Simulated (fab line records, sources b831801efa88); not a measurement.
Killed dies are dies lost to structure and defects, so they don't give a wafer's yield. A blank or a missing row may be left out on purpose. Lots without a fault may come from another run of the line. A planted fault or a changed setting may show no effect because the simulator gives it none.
Which tool did it? | flow sky130 | 14 lots, 42 wafers sampled, at 4 steps of a route of 708

WHAT THE GAUGES READ, wafer by wafer
SKY_DNWELL_TW_MEAS_09.
lot  | measured    | on            | DNWELL_TW
L432 | day 3 07:13 | film_metro-03 | 1094 1096 1094
L434 | day 3 17:16 | film_metro-02 | 1124 1130 1131
L435 | day 3 22:30 | film_metro-02 | 1122 1116 1128
L436 | day 4 04:43 | film_metro-01 | 1126 1123 1125
L437 | day 4 11:45 | film_metro-01 | 1122 1120 1118
L440 | day 4 23:34 | film_metro-01 | 1128 1117 1116
L443 | day 5 16:14 | film_metro-02 | 1124 1119 1111
L444 | day 5 20:34 | film_metro-03 | 1107 1109 1109
L446 | day 6 05:16 | film_metro-01 | 1123 1124 1130
L447 | day 6 12:00 | film_metro-03 | 1105 1102 1103
L448 | day 6 20:01 | film_metro-03 | 1102 1102 1096
L452 | day 7 14:52 | film_metro-02 | 1132 1137 1132
L453 | day 7 21:22 | film_metro-03 | 1100 1100 1101
L455 | day 8 11:25 | film_metro-02 | 1116 1118 1116

SKY_CONTACT_THK_MEAS_03.
lot  | measured     | on            | CONTACT_HDPCVD_THK (nm)
L432 | day 30 14:13 | film_metro-02 | 567 575 575
L434 | day 31 05:11 | film_metro-04 | 562 570 564
L435 | day 31 20:38 | film_metro-02 | 564 569 566
L436 | day 32 17:07 | film_metro-04 | 561 561 556
L437 | day 32 16:33 | film_metro-04 | 566 565 561
L440 | day 33 04:22 | film_metro-02 | 562 565 569
L443 | day 34 04:46 | film_metro-02 | 562 563 553
L444 | day 34 15:43 | film_metro-04 | 568 561 556
L446 | day 35 02:53 | film_metro-01 | 569 564 564
L447 | day 35 05:41 | film_metro-01 | 555 556 561
L448 | day 35 19:22 | film_metro-01 | 561 567 562
L452 | day 37 04:46 | film_metro-04 | 572 572 571
L453 | day 37 02:59 | film_metro-01 | 567 568 562
L455 | day 37 20:42 | film_metro-01 | 564 566 562

WHICH TOOL RAN EACH LOT (tool, then ch and the chambers of the sampled wafers, then the start)
lot  | SKY_LDD_N_IMPLANT_09            | SKY_CONTACT_CVD_00
L432 | implanter-03 ch 0, day 17 20:49 | pecvd-03 ch 0,1, day 30 14:03
L434 | implanter-04 ch 0, day 18 15:01 | pecvd-03 ch 0,2, day 31 05:01
L435 | implanter-03 ch 0, day 19 08:52 | pecvd-02 ch 1,2, day 31 20:28
L436 | implanter-01 ch 0, day 19 15:00 | pecvd-03 ch 1,2, day 32 16:56
L437 | implanter-04 ch 0, day 20 02:09 | pecvd-02 ch 0,1,2, day 32 16:23
L440 | implanter-04 ch 0, day 20 20:19 | pecvd-03 ch 0,1,2, day 33 04:11
L443 | implanter-01 ch 0, day 22 01:37 | pecvd-03 ch 0,1,2, day 34 04:37
L444 | implanter-04 ch 0, day 22 14:03 | pecvd-02 ch 1,2, day 34 15:32
L446 | implanter-01 ch 0, day 23 00:57 | pecvd-04 ch 1,2, day 35 02:43
L447 | implanter-04 ch 0, day 23 05:22 | pecvd-03 ch 1,2, day 35 05:32
L448 | implanter-03 ch 0, day 23 19:31 | pecvd-04 ch 0,2, day 35 19:11
L452 | implanter-03 ch 0, day 25 10:45 | pecvd-03 ch 1,2, day 37 04:36
L453 | implanter-03 ch 0, day 25 06:03 | pecvd-02 ch 0,1,2, day 37 02:48
L455 | implanter-04 ch 0, day 26 03:32 | pecvd-02 ch 0,1,2, day 37 20:29
- SKY_LDD_N_IMPLANT_09
- SKY_CONTACT_CVD_00: deposits Si3N4, target thk 75 nm.

WHAT THE TOOLS THEMSELVES READ (means of the sampled wafers that have a number; where no wafer has one, the mark that the record gives instead)
SKY_LDD_N_IMPLANT_09.
lot  | tool         | end_station_pressure_torr (Torr) | rotation_deg (degrees)
L432 | implanter-03 | 5.3e-06                          | 113.02
L434 | implanter-04 | 5.2e-06                          | 113.03
L435 | implanter-03 | 5.0e-06                          | 113.03
L436 | implanter-01 | 5.5e-06                          | 113.01
L437 | implanter-04 | 5.2e-06                          | 112.97
L440 | implanter-04 | 5.3e-06                          | 112.99
L443 | implanter-01 | 5.5e-06                          | 228.11
L444 | implanter-04 | 5.1e-06                          | 113.00
L446 | implanter-01 | 5.3e-06                          | 228.13
L447 | implanter-04 | 5.3e-06                          | 112.99
L448 | implanter-03 | 5.7e-06                          | 113.02
L452 | implanter-03 | 5.2e-06                          | 113.05
L453 | implanter-03 | 5.5e-06                          | 113.00
L455 | implanter-04 | 5.3e-06                          | 113.00

SKY_CONTACT_CVD_00.
lot  | tool     | heater_power_w (W)
L432 | pecvd-03 | 762
L434 | pecvd-03 | 764
L435 | pecvd-02 | 668
L436 | pecvd-03 | 661
L437 | pecvd-02 | 756
L440 | pecvd-03 | 757
L443 | pecvd-03 | 734
L444 | pecvd-02 | 652
L446 | pecvd-04 | 656
L447 | pecvd-03 | 758
L448 | pecvd-04 | 680
L452 | pecvd-03 | 691
L453 | pecvd-02 | 725
L455 | pecvd-02 | 754

THE ANSWER, worked out from the rows above alone
Rule: what is usual is taken from the lots themselves. Put in order of their means at a reading, lots are off if they are a third of the lots or fewer, leave a main group of 4 or more, and stand apart from it by a gap of 3 or more times the standard deviation of the main group's means; of several such gaps the widest counts. A main group whose means are all the same, to the digits that the tables above print for the reading, isn't used. A lot without any number at a reading at which 4 lots or more have one is off too. The other lots that the step has rows for count as sound. The gauges are gone through in route order, then the tools' own readings, and for those a lot's mean is taken as printed above. The first step at which some lot is off is used, and at that step the reading that is off furthest; a lot without a number counts as furthest.
Off: L443, L446, at SKY_LDD_N_IMPLANT_09 (rotation_deg). The main group: mean 113.01 degrees, standard deviation 0.021.
A tool fits if, at that step or a process step before it, it ran every lot that is off, and no sound lot after the first of them. One fits: implanter-01 at SKY_LDD_N_IMPLANT_09. Its last sound lot is L436 (day 19 15:00), its first lot that is off L443 (day 22 01:37): a fault that began between those two fits.
The tool's own readings at SKY_LDD_N_IMPLANT_09 bear it out: on the lots that are off they differ by more than 5 times the standard deviation of the sound lots' means. rotation_deg reads 228.12 degrees there against 113.01 degrees on the sound lots.

WHAT THE SIMULATOR HAD PUT IN
Process parameter drift: implanter-01, from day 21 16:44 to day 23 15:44, at SKY_LDD_N_IMPLANT_09. Setting rotation_deg, moved by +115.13, from 113. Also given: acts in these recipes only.
Lots struck among those shown: L443, L446. The rule above found the same.
